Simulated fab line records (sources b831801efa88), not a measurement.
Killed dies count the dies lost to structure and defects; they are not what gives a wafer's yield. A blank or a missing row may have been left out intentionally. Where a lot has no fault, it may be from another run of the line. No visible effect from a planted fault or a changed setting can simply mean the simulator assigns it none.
Which tool did it?    flow gf180mcu    33 wafers from 11 lots sampled at 6 of the route's 602 steps

== WHAT EACH GAUGE READ, for each wafer ==
GF_V2_THK_MEAS_03. Usual: V2_CVD_02_THK 850 nm, standard deviation 9.4.
lot   measured      on            V2_CVD_02_THK (nm)  flag
L705  day 19 08:42  filmMetro-04  846 841 840         
L706  day 19 20:20  filmMetro-01  851 848 866         
L708  day 20 13:04  filmMetro-01  852 837 859         
L710  day 21 16:52  filmMetro-04  846 851 849         
L713  day 22 16:39  filmMetro-03  839 840 855         
L715  day 23 10:42  filmMetro-01  840 857 856         
L716  day 23 17:16  filmMetro-04  852 852 853         
L723  day 26 01:47  filmMetro-04  850 857 853         
L724  day 26 06:57  filmMetro-01  845 858 861         
L726  day 27 05:01  filmMetro-04  847 843 860         
L727  day 27 05:47  filmMetro-01  854 872 859         

GF_V2_CD_MEAS_14 targets a cd of 260 nm. Usual: cdNm 260.3 nm, standard deviation 1.1.
lot   measured      on        cdNm (nm)          flag
L705  day 20 09:13  cdSem-02  259.9 260.8 261.1  
L706  day 20 20:43  cdSem-02  260.9 260.8 260.9  
L708  day 21 13:52  cdSem-01  261.9 262.5 261.4  
L710  day 22 16:52  cdSem-02  261.9 260.7 260.6  
L713  day 23 15:31  cdSem-02  263.0 262.1 261.8  
L715  day 24 09:11  cdSem-01  260.5 261.0 261.1  
L716  day 24 15:20  cdSem-02  258.8 259.6 259.4  
L723  day 26 22:55  cdSem-01  260.8 261.3 261.4  
L724  day 27 04:22  cdSem-01  260.3 261.2 261.0  
L726  day 28 01:56  cdSem-02  261.5 260.6 261.4  
L727  day 28 02:39  cdSem-02  260.2 259.7 258.8  

GF_V2_RS_MEAS_24: the measuring method here is four-point-probe. Usual: V2_W_RS 0.325 ohm/sq, standard deviation 0.0035.
lot   measured      on            V2_W_RS (ohm/sq)   flag
L705  day 20 10:15  filmMetro-03  0.321 0.318 0.326  
L706  day 20 21:44  filmMetro-04  0.332 0.328 0.335  
L708  day 21 14:54  filmMetro-01  0.326 0.323 0.325  
L710  day 22 17:55  filmMetro-01  0.327 0.328 0.324  
L713  day 23 16:32  filmMetro-03  0.322 0.324 0.321  
L715  day 24 10:13  filmMetro-01  0.414 0.419 0.421  OFF
L716  day 24 16:22  filmMetro-03  0.431 0.419 0.425  OFF
L723  day 26 23:57  filmMetro-04  0.319 0.319 0.321  
L724  day 27 05:29  filmMetro-04  0.321 0.324 0.328  
L726  day 28 02:58  filmMetro-03  0.327 0.324 0.331  
L727  day 28 04:07  filmMetro-01  0.323 0.320 0.328  

GF_V2_THK_MEAS_25: measures by xrf. Usual: V2_W_THK 353 nm, standard deviation 5.7.
lot   measured      on            V2_W_THK (nm)  flag
L705  day 20 10:20  filmMetro-03  359 364 353    
L706  day 20 21:52  filmMetro-04  344 349 342    
L708  day 21 15:01  filmMetro-01  359 362 358    
L710  day 22 18:02  filmMetro-01  355 352 356    
L713  day 23 16:40  filmMetro-03  363 361 365    
L715  day 24 10:19  filmMetro-01  272 271 268    OFF
L716  day 24 16:29  filmMetro-03  271 278 272    OFF
L723  day 27 00:02  filmMetro-04  356 354 354    
L724  day 27 05:36  filmMetro-04  355 352 346    
L726  day 28 03:05  filmMetro-03  351 354 345    
L727  day 28 04:13  filmMetro-01  354 359 348    

== TOOL THAT RAN EACH LOT (tool first, then ch and the chambers of the sampled wafers, then the start) ==
lot   GF_V2_CMP_04                   GF_V2_CVD_23
L705  cmp-02 ch 0,2,3, day 19 08:53  cvdW-01 ch 0,1, day 20 10:07
L706  cmp-02 ch 1,2, day 19 20:23    cvdW-02 ch 1, day 20 21:38
L708  cmp-02 ch 1,2,3, day 20 13:07  cvdW-02 ch 0,1, day 21 14:47
L710  cmp-02 ch 0,2,3, day 21 16:55  cvdW-02 ch 0,1, day 22 17:49
L713  cmp-01 ch 2,3, day 22 16:43    cvdW-01 ch 0,1, day 23 16:25
L715  cmp-01 ch 0,2,3, day 23 10:51  cvdW-02 ch 0,1, day 24 10:04
L716  cmp-01 ch 0,2,3, day 23 17:19  cvdW-02 ch 0,1, day 24 16:16
L723  cmp-01 ch 0,1,3, day 26 01:55  cvdW-01 ch 0,1, day 26 23:49
L724  cmp-01 ch 0,1, day 26 07:01    cvdW-01 ch 0,1, day 27 05:22
L726  cmp-02 ch 0,1,2, day 27 05:28  cvdW-02 ch 0,1, day 28 02:50
L727  cmp-02 ch 0,1,3, day 27 06:50  cvdW-01 ch 0,1, day 28 04:00
- GF_V2_CMP_04: polishes SiO2.
- GF_V2_CVD_23: deposits W, target thk 350 nm, time 104.94 s.

== AS READ BY THE TOOLS THEMSELVES (means over the sampled wafers that have a number; for cases with no such wafer, the mark the record gives instead) ==
GF_V2_CMP_04. Usual: motorCurrentA 13.3 A, standard deviation 0.7; timeToEndpointS 79 s, standard deviation 4.7.
lot   tool    motorCurrentA (A)  timeToEndpointS (s)  flag
L705  cmp-02  13.6               72                   
L706  cmp-02  12.7               84                   
L708  cmp-02  13.3               79                   
L710  cmp-02  13.4               79                   
L713  cmp-01  12.6               80                   
L715  cmp-01  13.2               83                   
L716  cmp-01  12.9               85                   
L723  cmp-01  13.1               80                   
L724  cmp-01  14.0               79                   
L726  cmp-02  13.3               79                   
L727  cmp-02  14.0               80                   

GF_V2_CVD_23. Usual: heaterPowerW 828 W, standard deviation 98.
lot   tool     heaterPowerW (W)  flag
L705  cvdW-01  795               
L706  cvdW-02  931               
L708  cvdW-02  867               
L710  cvdW-02  874               
L713  cvdW-01  803               
L715  cvdW-02  864               
L716  cvdW-02  866               
L723  cvdW-01  734               
L724  cvdW-01  791               
L726  cvdW-02  906               
L727  cvdW-01  747               

== THE ANSWER, worked out from the rows above alone ==
Rule: a lot is off if the mean of its wafers that have a number lies more than 3 standard deviations from the usual mean. Also off: a lot with no number at a reading for which 4 or more lots have one. Any other lot the step has rows for is counted as sound. Order of review: gauges by route order, followed by the tools' own readings, for which a lot's mean as printed above is used. The first step at which some lot is off is used, and at that step the reading that is off furthest; a lot without a number counts as furthest.
Off: L715, L716, at GF_V2_RS_MEAS_24 (V2_W_RS).
A tool fits if, at a process step before that reading, it ran every lot that is off, and no sound lot after the first of them. Those tools and the gauges at GF_V2_RS_MEAS_24 are tried in the same way. None of those tried fits.

== WHAT THE SIMULATOR HAD PUT IN ==
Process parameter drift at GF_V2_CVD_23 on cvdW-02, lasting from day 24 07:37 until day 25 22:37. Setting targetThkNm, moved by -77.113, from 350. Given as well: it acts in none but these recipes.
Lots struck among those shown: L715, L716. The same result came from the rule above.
